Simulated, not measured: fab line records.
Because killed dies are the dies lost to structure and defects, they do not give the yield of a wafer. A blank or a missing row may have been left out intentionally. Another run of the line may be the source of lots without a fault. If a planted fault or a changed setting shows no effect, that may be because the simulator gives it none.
Struck lot and sound lot, side by side | flow sky130 | 15 steps out of a route of 708
Sound: wafers L571.1, L571.3, L571.4. The struck wafers were L562.2, L562.3, L562.4. The cause comes at the end.
Each step with rows lists, per side, the tool, then ch with its chambers, then its first start. Under that, the readings that differ: sound wafers | struck wafers | difference of the means | sigmas: that difference in standard deviations of wafers without a fault.
alike: a reading whose means differ by less than 2 such deviations, as well as words and numbers matching on both sides. not compared: withheld readings; readings where some wafer has no value; bounds like >300 that might hide an equal value; numbers whose values overlap and for which the record gives no deviation.
A row with sigmas, a row that says differs or no value, or rows on one side alone: a step with any of these is where the two part. When numbers do not overlap yet have no deviation, they are printed without sigmas and do not part them. A reading that every wafer of one side lacks parts them only if that side has two wafers or more.

first, 1 step without rows for these wafers: SKY_LDD_P_DEVELOP_06 (develop time 60 s).
SKY_LDD_P_CD_MEAS_07 targets a cd of 380 nm.
  sound on cd-sem-01 at day 25 04:10; struck on cd-sem-01 at day 21 09:26
  alike: cd-nm
SKY_LDD_P_OVL_MEAS_08:
  sound on overlay-01 at day 25 04:17; struck on overlay-02 at day 21 09:32
  alike: LDD_P_OVL
after that, 1 step had no rows for these wafers: SKY_LDD_P_IMPLANT_09.
SKY_LDD_P_STRIP_10: strips in O2/N2.
  sound on plasma-asher-01 ch 0,1, day 25 04:28; struck on plasma-asher-03 ch 0,1, day 21 09:43
  alike: drypump-motor-current-A, oes-product-au, strip-time-to-endpoint-s
  not compared: rf-hours-counter-h
SKY_LDD_P_TW_MEAS_11:
  sound on film-metro-03 at day 25 04:34; struck on film-metro-03 at day 21 09:49
  alike: LDD_P_TW
then, 6 steps without rows for these wafers: SKY_LDD_HVN_DEHYDRATE_00 (time 60 s); SKY_LDD_HVN_HMDS_01 (prime time 60 s); SKY_LDD_HVN_COAT_02 (resist thk 300 nm); SKY_LDD_HVN_SOFTBAKE_03 (time 60 s); SKY_LDD_HVN_EXPOSE_04 (exposes mask HVNTM, target cd 700 nm); SKY_LDD_HVN_PEB_05.
SKY_LDD_HVN_DEVELOP_06: develop time 60 s.
  sound on litho-track-02 ch 0, day 26 09:15; struck on litho-track-03 ch 0, day 22 15:43
  reading              | sound             | struck            | difference | sigmas
  developer-temp-C (C) | 22.98 23.11 22.96 | 22.19 22.37 22.38 | -0.70      | -6
SKY_LDD_HVN_OVL_MEAS_07:
  sound on overlay-02 at day 26 09:24; struck on overlay-02 at day 22 15:50
  alike: LDD_HVN_OVL
-- the record jumps here: 24 days lie between the struck wafers' starts before and after (it left off in module LDD_HVN and takes up again in module PAD_OPEN, whose first step shown is number 708 of the route) --
SKY_PAD_OPEN_PROBE_99:
  sound on prober-01 at day 49 16:42; struck on prober-02 at day 47 03:07
  alike: killed_at_M0_to_M3, killed_at_M4_up, killed-at-contacts, killed-at-front-end, killed-at-other, killed-dies, killed-open, killed-short

== WHERE THEY PART ==
Only at SKY_LDD_HVN_DEVELOP_06, within this record. Later steps at which nothing parts them and some readings are alike: SKY_LDD_HVN_OVL_MEAS_07, SKY_PAD_OPEN_PROBE_99.

WHY: the cause the simulator had injected
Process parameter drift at SKY_LDD_HVN_DEVELOP_06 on litho-track-03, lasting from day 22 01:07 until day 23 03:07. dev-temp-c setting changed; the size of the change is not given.
